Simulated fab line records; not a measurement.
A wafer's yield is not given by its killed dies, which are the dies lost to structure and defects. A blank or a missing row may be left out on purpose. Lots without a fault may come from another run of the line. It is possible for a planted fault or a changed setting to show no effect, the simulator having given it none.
A lot that was struck, set against a sound lot | flow sky130 | 18 steps out of a route of 708
Sound: these wafers, L233.3, L233.4, L233.5. Struck: wafer L226.3 (left out: L226.6, a lot-mate that was not struck); the cause follows at the end.
At each step with rows: each side's tool, then ch and its chambers, then its first start. Under that, the readings that differ: sound wafers | struck wafers | difference of the means | sigmas: that difference in standard deviations of wafers without a fault.
alike: a reading whose means differ by less than 2 such deviations, as well as words and numbers matching on both sides. not compared: withheld readings; readings where some wafer has no value; bounds like >300 that might hide an equal value; numbers whose values overlap and for which the record gives no deviation.
The two part at a step that has a row with sigmas, a row that says differs or no value, or rows on one side only. Numbers that don't overlap but have no deviation are shown without sigmas and don't part them. Lack of a reading on every wafer of one side parts them only where that side has two or more wafers.

first, 4 steps without rows for these wafers: SKY_VT_ADJUST_PCH_SOFTBAKE_03; SKY_VT_ADJUST_PCH_EXPOSE_04 (exposes mask NWM, target cd 840 nm); SKY_VT_ADJUST_PCH_PEB_05; SKY_VT_ADJUST_PCH_DEVELOP_06 (develop time 60 s).
SKY_VT_ADJUST_PCH_OVL_MEAS_07:
  sound on overlay-01, day 14 16:04; struck on overlay-01, day 13 02:43
  alike: VT_ADJUST_PCH_OVL
following that, these wafers have no rows for 1 step: SKY_VT_ADJUST_PCH_IMPLANT_08.
SKY_VT_ADJUST_PCH_STRIP_09: strips in O2/N2.
  sound on plasma-asher-03 ch 0,1, day 14 16:16; struck on plasma-asher-02 ch 1, day 13 02:55
  alike: drypump-motor-current-A, oes-product-au, strip-time-to-endpoint-s
  not compared: rf-hours-counter-h
SKY_VT_ADJUST_PCH_TW_MEAS_10:
  sound on film-metro-01, day 14 16:22; struck on film-metro-03, day 13 03:01
  alike: VT_ADJUST_PCH_TW
then, 4 steps without rows for these wafers: SKY_SONOS_TUNNEL_DEHYDRATE_00 (time 60 s); SKY_SONOS_TUNNEL_HMDS_01 (prime time 60 s); SKY_SONOS_TUNNEL_COAT_02 (resist thk 1140 nm); SKY_SONOS_TUNNEL_SOFTBAKE_03 (time 60 s).
SKY_SONOS_TUNNEL_EXPOSE_04: exposes mask TUNM, target cd 410 nm.
  sound on iline-stepper-01 ch 0, day 15 05:56; struck on iline-stepper-02 ch 0, day 13 15:19
  alike: mask
then, 2 steps without rows for these wafers: SKY_SONOS_TUNNEL_PEB_05; SKY_SONOS_TUNNEL_DEVELOP_06 (develop time 60 s).
SKY_SONOS_TUNNEL_CD_MEAS_07 targets a cd of 410 nm.
  sound on cd-sem-01, day 15 19:32; struck on cd-sem-01, day 14 04:26
  reading    | sound             | struck | difference | sigmas
  cd-nm (nm) | 407.2 406.1 407.2 | 424.1  | +17.3      | +10
SKY_SONOS_TUNNEL_OVL_MEAS_08:
  sound on overlay-01, day 15 19:38; struck on overlay-02, day 14 04:32
  alike: SONOS_TUNNEL_OVL
-- a jump in the record: the struck wafers' starts before and after are 33 days apart (it breaks off in module SONOS_TUNNEL and resumes in module PAD_OPEN, where the first step shown is number 708 of the route) --
SKY_PAD_OPEN_PROBE_99:
  sound on prober-02, day 49 18:02; struck on prober-01, day 47 14:28
  alike: killed_at_M0_to_M3, killed_at_M4_up, killed-at-contacts, killed-at-front-end, killed-at-other, killed-dies, killed-open, killed-short

## WHERE THEY PART
Only at SKY_SONOS_TUNNEL_CD_MEAS_07, within this record. Later steps at which nothing parts them and some readings are alike: SKY_SONOS_TUNNEL_OVL_MEAS_08, SKY_PAD_OPEN_PROBE_99.

WHY: what the simulator had put in
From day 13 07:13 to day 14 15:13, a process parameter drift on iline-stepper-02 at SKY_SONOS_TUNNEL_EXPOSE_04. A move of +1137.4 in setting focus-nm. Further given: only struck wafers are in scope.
